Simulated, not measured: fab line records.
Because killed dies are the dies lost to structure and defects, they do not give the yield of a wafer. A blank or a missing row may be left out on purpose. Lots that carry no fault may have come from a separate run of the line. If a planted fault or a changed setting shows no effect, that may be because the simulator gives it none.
A struck lot beside a sound one | flow sky130 | 16 steps out of a route of 708
Sound: these wafers, L305.4, L305.5, L305.6. Struck: wafers L302.1, L302.3, L302.5. Last of all comes the cause.
At each step with rows: each side's tool, then ch and its chambers, then its first start. Under that, the readings that differ: sound wafers | struck wafers | difference of the means | sigmas: that difference in standard deviations of wafers without a fault.
alike: words and numbers the same on both sides, and readings whose means are apart by under 2 such deviations; not compared: readings that were withheld, readings missing a value for some wafer, numbers with overlapping values and no deviation given by the record, and bounds like >300 which may hide the same value.
The two part at a step that has a row with sigmas, a row that says differs or no value, or rows on one side only. Numbers that don't overlap but have no deviation are shown without sigmas and don't part them. Lack of a reading on every wafer of one side parts them only where that side has two or more wafers.

first, 7 steps without rows for these wafers: SKY_GATE_OXIDE_DEHYDRATE_03 (time 60 s); SKY_GATE_OXIDE_HMDS_04 (prime time 60 s); SKY_GATE_OXIDE_COAT_05 (resist thk 1140 nm); SKY_GATE_OXIDE_SOFTBAKE_06 (time 60 s); SKY_GATE_OXIDE_EXPOSE_07 (exposes mask LVOM, target cd 600 nm); SKY_GATE_OXIDE_PEB_08; SKY_GATE_OXIDE_DEVELOP_09 (develop time 60 s).
SKY_GATE_OXIDE_OVL_MEAS_10:
  sound: overlay-01 at day 20 10:28; struck: overlay-02 at day 19 13:12
  alike: GATE_OXIDE_OVL
then, 2 steps without rows for these wafers: SKY_GATE_OXIDE_IMPLANT_11; SKY_GATE_OXIDE_WET_ETCH_12 (etches SiO2 in dHF, target depth 16.8 nm, time 336 s).
SKY_GATE_OXIDE_STRIP_13: strips in O2/N2.
  sound on plasma asher-04 ch 0,1, day 20 10:47; struck on plasma asher-04 ch 0,1, day 19 13:29
  alike: drypump motor current A, oes product au, strip time to endpoint s
  not compared: rf hours counter h
SKY_GATE_OXIDE_TW_MEAS_14:
  sound: film metro-01 at day 20 10:53; struck: film metro-04 at day 19 13:35
  alike: GATE_OXIDE_TW
SKY_GATE_OXIDE_CLEAN_15: cleans in SC1/SC2, time 150 s.
  sound on wet bench-02 ch 2, day 20 10:55; struck on wet bench-04 ch 1, day 19 13:39
  no value came back on the struck wafers for bath guard temp C (C), bath heat duty pct (%), time s (s); on the sound wafers bath guard temp C (C) reads 69.4 69.4 69.7
  reading                                           | sound             | struck            | difference | sigmas
  model.SiO2_of_SONOS_ONO_CVD_04.thk nm (nm)        | 4.348 4.355 4.333 | 4.817 4.866 4.831 | +0.493     |
  model.SiO2_of_GATE_OXIDE_OXIDATION_01.thk nm (nm) | 9.706 9.729 9.782 | 10.16 10.26 10.26 | +0.49      |
SKY_GATE_OXIDE_OXIDATION_16: stabilise 600 s, purge 300 s, target thk 3.57 nm.
  sound on furnace-01 ch 0, day 20 10:58; struck on furnace-02 ch 0, day 19 14:13
  reading                                           | sound             | struck            | difference | sigmas
  model.SiO2_of_GATE_OXIDE_OXIDATION_01.thk nm (nm) | 11.43 11.44 11.48 | 11.78 11.88 11.89 | +0.40      |
  alike: ramp down c per min
then, 1 step without rows for these wafers: SKY_POLY_GATE_CVD_00 (deposits poly-Si, target thk 180 nm, time 720 s).
-- here the record skips 30 days between the struck wafers' starts before and after, leaving off in module POLY_GATE and picking up in module PAD_OPEN (first step shown: number 708 of the route) --
SKY_PAD_OPEN_PROBE_99:
  sound: prober-02 at day 50 03:03; struck: prober-01 at day 49 16:24
  reading                                     | sound                | struck               | difference | sigmas
  model.etest.sonos erased.drive ua um        | 208 197 204.3        | 164 142.4 147.4      | -52        |
  model.etest.nfet g5v0d10v5.drive ua um      | 616.2 613 611        | 599.3 590.1 587.8    | -21.0      |
  model.etest.nfet_16v.drive ua um            | 226.3 225.1 225.6    | 217.1 216.2 215.6    | -9.4       |
  model.etest.cap thin oxide.gate log10 a cm2 | -7.347 -7.199 -7.167 | -5.202 -5.267 -5.381 | +1.954     |
  model.etest.cap thin oxide.gate bv v (V)    | 7.077 6.998 6.96     | 5.986 5.974 5.826    | -1.083     |
  model.etest.sonos programmed.off log10 a um | -13.93 -14.07 -13.83 | -13.2 -13.18 -12.92  | +0.8       |
  model.etest.cap ono.gate log10 a cm2        | -8.08 -8.055 -8.044  | -8.725 -8.86 -8.745  | -0.717     |
  alike: killed_at_M0_to_M3, killed_at_M4_up, killed at contacts, killed at front end, killed at other, killed dies, killed open, killed short
  not compared: model.etest.sonos uncharged.r on ohm um

WHERE THEY PART
At SKY_GATE_OXIDE_CLEAN_15 and nowhere else, as far as this record goes. Later steps at which nothing parts them and some readings are alike: SKY_GATE_OXIDE_OXIDATION_16, SKY_PAD_OPEN_PROBE_99.

WHY: what had been put in by the simulator
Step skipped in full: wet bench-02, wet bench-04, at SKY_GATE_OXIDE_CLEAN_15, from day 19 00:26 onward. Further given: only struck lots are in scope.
